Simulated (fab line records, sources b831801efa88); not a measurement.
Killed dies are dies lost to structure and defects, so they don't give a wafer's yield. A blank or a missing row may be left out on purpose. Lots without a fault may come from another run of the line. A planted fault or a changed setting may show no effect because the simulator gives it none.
One fault seen from 2 desks | flow sky130 | each desk has only its own numbers; what lay behind them comes last

THE TOOL OWNER'S DESK: lpcvd-02
The tool's own readings at SKY_POLY_GATE_CVD_03 (deposits Si3N4 from DCS/NH3, target thk 75 nm, time 1290 s): means of the sampled wafers that have a number, for each lot that ran on this tool. A lot is out of limits, marked OUT, if its mean lies more than 4 standard deviations from the usual mean; the brackets give that distance.
Columns: A = spike_tc_centre_C at SKY_POLY_GATE_CVD_03, usual 771.8 C; B = spike_tc_lower_C at SKY_POLY_GATE_CVD_03, usual 769.1 C; C = spike_tc_upper_C at SKY_POLY_GATE_CVD_03, usual 770.0 C; D = zone_power_bottom_pct at SKY_POLY_GATE_CVD_03, usual 20.53 %; E = zone_power_centre_pct at SKY_POLY_GATE_CVD_03, usual 13.12 %; F = zone_power_lower_pct at SKY_POLY_GATE_CVD_03, usual 13.50 %; G = zone_power_upper_pct at SKY_POLY_GATE_CVD_03, usual 11.8 %
lot  | first seen here | A               | B     | C                | D     | E               | F              | G
L701 | day 15 03:22    | 773.0           | 768.8 | 770.5            | 20.42 | 13.27           | 13.53          | 11.3
L702 | day 15 08:46    | 771.7           | 768.7 | 769.1            | 20.75 | 13.19           | 13.49          | 11.4
L703 | day 16 01:28    | 771.5           | 768.9 | 770.0            | 20.63 | 13.20           | 13.58          | 11.4
L704 | day 16 10:12    | 772.9           | 768.8 | 770.2            | 20.63 | 13.08           | 13.52          | 11.3
L705 | day 16 20:52    | 773.2           | 772.9 | 771.1            | 20.39 | 12.69           | 13.42          | 13.7
L712 | day 19 20:09    | 772.2           | 772.4 | 770.3            | 20.22 | 12.91           | 13.51          | 13.8
L713 | day 20 06:22    | 804.4 (+33) OUT | 764.5 | 765.0 (-5.0) OUT | 20.87 | 21.55 (+47) OUT | 8.96 (-32) OUT | 7.5 (-4.9) OUT
L714 | day 20 06:22    | 804.6 (+33) OUT | 764.2 | 766.4            | 20.85 | 21.71 (+48) OUT | 8.91 (-33) OUT | 7.5 (-4.9) OUT
L723 | day 23 09:33    | 771.6           | 768.4 | 770.0            | 20.50 | 13.04           | 13.41          | 11.4
L724 | day 23 10:55    | 773.3           | 773.3 | 770.6            | 20.30 | 12.94           | 13.45          | 13.7
This desk's finding: out of limits on L713, L714; first on L713, day 20 06:22 (spike_tc_centre_C at SKY_POLY_GATE_CVD_03). In limits: L701, L702, L703, L704, L705, L712, L723, L724.

THE METROLOGY DESK
What the gauges read, lot by lot, whatever tool the lot ran on: means of the sampled wafers that have a number. A lot is out of limits, marked OUT, if its mean lies more than 4 standard deviations from the usual mean; the brackets give that distance.
Columns: A = VT_ADJUST_PCH_TW at SKY_VT_ADJUST_PCH_TW_MEAS_10, usual 143.0; B = GATE_OXIDE_TW at SKY_GATE_OXIDE_TW_MEAS_14, usual 224.9; C = POLY_GATE_CVD_03_THK at SKY_POLY_GATE_THK_MEAS_04, usual 75.0 nm; D = cd_nm at SKY_POLY_GATE_CD_MEAS_22, usual 150.8 nm
lot  | first seen here | A     | B     | C              | D
L701 | day 10 07:56    | 143.6 | 220.9 | 75.4           | 150.2
L702 | day 10 12:32    | 142.8 | 226.6 | 75.3           | 149.9
L703 | day 10 23:29    | 142.9 | 221.2 | 75.0           | 148.8
L704 | day 11 09:38    | 141.0 | 226.4 | 74.4           | 151.8
L705 | day 11 21:40    | 143.0 | 220.8 | 75.0           | 148.1
L712 | day 14 12:35    | 143.9 | 227.7 | 75.3           | 151.4
L714 | day 14 21:08    | 141.0 | 225.4 | 96.5 (+34) OUT | 150.0
L713 | day 14 21:10    | 144.3 | 228.1 | 86.6 (+18) OUT | 152.4
L723 | day 17 17:56    | 140.2 | 226.6 | 74.3           | 151.6
L724 | day 17 18:17    | 144.5 | 220.1 | 74.9           | 149.7
This desk's finding: out of limits on L713, L714; first on L713, day 20 07:43 (POLY_GATE_CVD_03_THK at SKY_POLY_GATE_THK_MEAS_04). In limits: L701, L702, L703, L704, L705, L712, L723, L724.

PUT TOGETHER
The tool owner's desk could have raised an alarm at day 20 06:22, on L713, L714.
The metrology desk could have raised an alarm at day 20 07:43, on L713, L714.
Of the lots named, all ran SKY_POLY_GATE_CVD_03 on lpcvd-02.

WHAT THE SIMULATOR HAD PUT IN
Process parameter drift: lpcvd-02, from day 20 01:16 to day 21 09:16, at SKY_POLY_GATE_CVD_03. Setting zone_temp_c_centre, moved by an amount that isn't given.
Lots struck among those shown: L713, L714.
Hours from the fault's start to each desk's first reading out of limits: the tool owner's desk, 5; the metrology desk, 6.
